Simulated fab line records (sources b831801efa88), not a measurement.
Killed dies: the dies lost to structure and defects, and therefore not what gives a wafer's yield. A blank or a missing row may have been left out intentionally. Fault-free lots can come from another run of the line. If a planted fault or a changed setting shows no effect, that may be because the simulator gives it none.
Which tool did it? + flow sky130 + 12 lots with 35 wafers sampled at 4 steps, on a route of 708 steps

## WHAT THE GAUGES SHOWED, per wafer
SKY_VT_ADJUST_HVTP_CD_MEAS_07: the cd target is 380 nm.
| lot  | measured     | on        | cd-nm (nm)        |
|------|--------------|-----------|-------------------|
| L757 | day 6 06:55  | cd-sem-01 | 372.9 374.2 374.1 |
| L758 | day 6 12:59  | cd-sem-02 | 376.9 379.4 379.6 |
| L759 | day 6 21:55  | cd-sem-02 | 383.1 382.3 381.5 |
| L760 | day 6 23:10  | cd-sem-02 | 379.1 378.6 379.8 |
| L761 | day 7 06:55  | cd-sem-01 | 378.4 380.2 379.8 |
| L763 | day 7 23:16  | cd-sem-02 | 385.1 382.0 382.7 |
| L767 | day 9 06:11  | cd-sem-01 | 381.2 381.8       |
| L771 | day 10 09:04 | cd-sem-01 | 377.9 377.3 377.9 |
| L775 | day 11 02:45 | cd-sem-02 | 379.2 379.0 376.6 |
| L777 | day 11 18:06 | cd-sem-02 | 386.0 384.2 384.6 |
| L778 | day 11 22:42 | cd-sem-01 | 379.2 380.0 381.2 |
| L779 | day 12 02:16 | cd-sem-02 | 374.9 374.3 378.0 |

SKY_VT_ADJUST_NCORE_CD_MEAS_07: the cd target is 380 nm.
| lot  | measured     | on        | cd-nm (nm)        |
|------|--------------|-----------|-------------------|
| L757 | day 8 18:43  | cd-sem-01 | 380.4 380.9 379.7 |
| L758 | day 9 02:14  | cd-sem-01 | 376.3 379.5 378.0 |
| L759 | day 9 07:46  | cd-sem-01 | 381.7 381.9 382.1 |
| L760 | day 9 11:34  | cd-sem-01 | 381.3 379.3 381.3 |
| L761 | day 9 20:30  | cd-sem-02 | 378.2 378.5 379.0 |
| L763 | day 10 12:10 | cd-sem-01 | 380.8 382.2 379.8 |
| L767 | day 12 02:31 | cd-sem-01 | 371.3 377.4       |
| L771 | day 13 08:25 | cd-sem-01 | 379.8 379.9 381.2 |
| L775 | day 14 05:28 | cd-sem-02 | 380.9 381.6 378.4 |
| L777 | day 14 21:52 | cd-sem-01 | 376.8 378.1 378.6 |
| L778 | day 15 04:16 | cd-sem-01 | 374.8 374.0 371.3 |
| L779 | day 15 07:22 | cd-sem-02 | 384.6 383.2 387.2 |

## EACH LOT AND THE TOOL THAT RAN IT (in order: tool; ch and the chambers of the sampled wafers; start)
| lot  | SKY_FIELD_ISO_CMP_27         | SKY_VT_ADJUST_NCORE_DEVELOP_06    |
|------|------------------------------|-----------------------------------|
| L757 | cmp-01 ch 1,3, day 2 16:41   | litho-track-01 ch 0, day 8 18:34  |
| L758 | cmp-02 ch 2,3, day 2 20:31   | litho-track-01 ch 0, day 9 02:05  |
| L759 | cmp-01 ch 2,3, day 3 02:10   | litho-track-01 ch 0, day 9 07:37  |
| L760 | cmp-01 ch 0,2,3, day 3 06:31 | litho-track-04 ch 0, day 9 11:25  |
| L761 | cmp-01 ch 0,2, day 3 12:23   | litho-track-03 ch 0, day 9 20:21  |
| L763 | cmp-01 ch 0,2,3, day 3 23:43 | litho-track-03 ch 0, day 10 12:01 |
| L767 | cmp-01 ch 0,1, day 5 01:36   | litho-track-03 ch 0, day 12 02:22 |
| L771 | cmp-02 ch 0,1,2, day 5 23:29 | litho-track-04 ch 0, day 13 08:16 |
| L775 | cmp-02 ch 0,1,3, day 6 16:13 | litho-track-01 ch 0, day 14 05:19 |
| L777 | cmp-01 ch 0,1,2, day 7 00:29 | litho-track-01 ch 0, day 14 21:43 |
| L778 | cmp-02 ch 0,1,3, day 7 05:32 | litho-track-01 ch 0, day 15 04:07 |
| L779 | cmp-02 ch 0,2,3, day 7 10:35 | litho-track-04 ch 0, day 15 07:13 |
- SKY_FIELD_ISO_CMP_27: polishes, stops on Si3N4, t overpolish 16 s, target thk 457.8 nm.
- SKY_VT_ADJUST_NCORE_DEVELOP_06: develop time 60 s.

## WHAT THE TOOLS THEMSELVES READ (means of the sampled wafers that have a number; where no wafer has one, the mark that the record gives instead)
SKY_FIELD_ISO_CMP_27.
| lot  | tool   | motor-current-A (A) | overpolish-run-s (s) | time-to-endpoint-s (s) |
|------|--------|---------------------|----------------------|------------------------|
| L757 | cmp-01 | 11.8                | 15.990               | 116                    |
| L758 | cmp-02 | 11.2                | 15.998               | 111                    |
| L759 | cmp-01 | 12.6                | 16.006               | 111                    |
| L760 | cmp-01 | 11.9                | 15.993               | 114                    |
| L761 | cmp-01 | 11.2                | 16.008               | 113                    |
| L763 | cmp-01 | 11.9                | 16.008               | 114                    |
| L767 | cmp-01 | 11.1                | 15.996               | 112                    |
| L771 | cmp-02 | 11.7                | 16.007               | 108                    |
| L775 | cmp-02 | 11.4                | 16.001               | 114                    |
| L777 | cmp-01 | 11.9                | 15.998               | 114                    |
| L778 | cmp-02 | 11.3                | 16.000               | 109                    |
| L779 | cmp-02 | 11.0                | 15.996               | 111                    |

SKY_VT_ADJUST_NCORE_DEVELOP_06.
| lot  | tool           | resist-line-temp-C (C) |
|------|----------------|------------------------|
| L757 | litho-track-01 | 23.11                  |
| L758 | litho-track-01 | 22.93                  |
| L759 | litho-track-01 | 22.90                  |
| L760 | litho-track-04 | 23.07                  |
| L761 | litho-track-03 | 23.16                  |
| L763 | litho-track-03 | 23.06                  |
| L767 | litho-track-03 | 23.00                  |
| L771 | litho-track-04 | 22.99                  |
| L775 | litho-track-01 | 23.06                  |
| L777 | litho-track-01 | 22.81                  |
| L778 | litho-track-01 | 22.88                  |
| L779 | litho-track-04 | 22.87                  |

## THE ANSWER, worked out from the rows above alone
Rule: usual is defined by the lots themselves. Put in order of their means at a reading, lots are off if they are a third of the lots or fewer, leave a main group of 4 or more, and stand apart from it by a gap of 3 or more times the standard deviation of the main group's means; of several such gaps the widest counts. Not used: any main group whose means are identical at the precision the tables above print for the reading. A lot without any number at a reading at which 4 lots or more have one is off too. All remaining lots with rows at the step are treated as sound. After the gauges, taken in route order, come the tools' own readings; for these a lot's mean is taken, as printed above. At the first step where some lot is off, the reading lying furthest off is the one used; lots without a number count as furthest.
None of the lots is off at any reading shown; this tells nothing.

## WHAT HAD BEEN PUT IN BY THE SIMULATOR
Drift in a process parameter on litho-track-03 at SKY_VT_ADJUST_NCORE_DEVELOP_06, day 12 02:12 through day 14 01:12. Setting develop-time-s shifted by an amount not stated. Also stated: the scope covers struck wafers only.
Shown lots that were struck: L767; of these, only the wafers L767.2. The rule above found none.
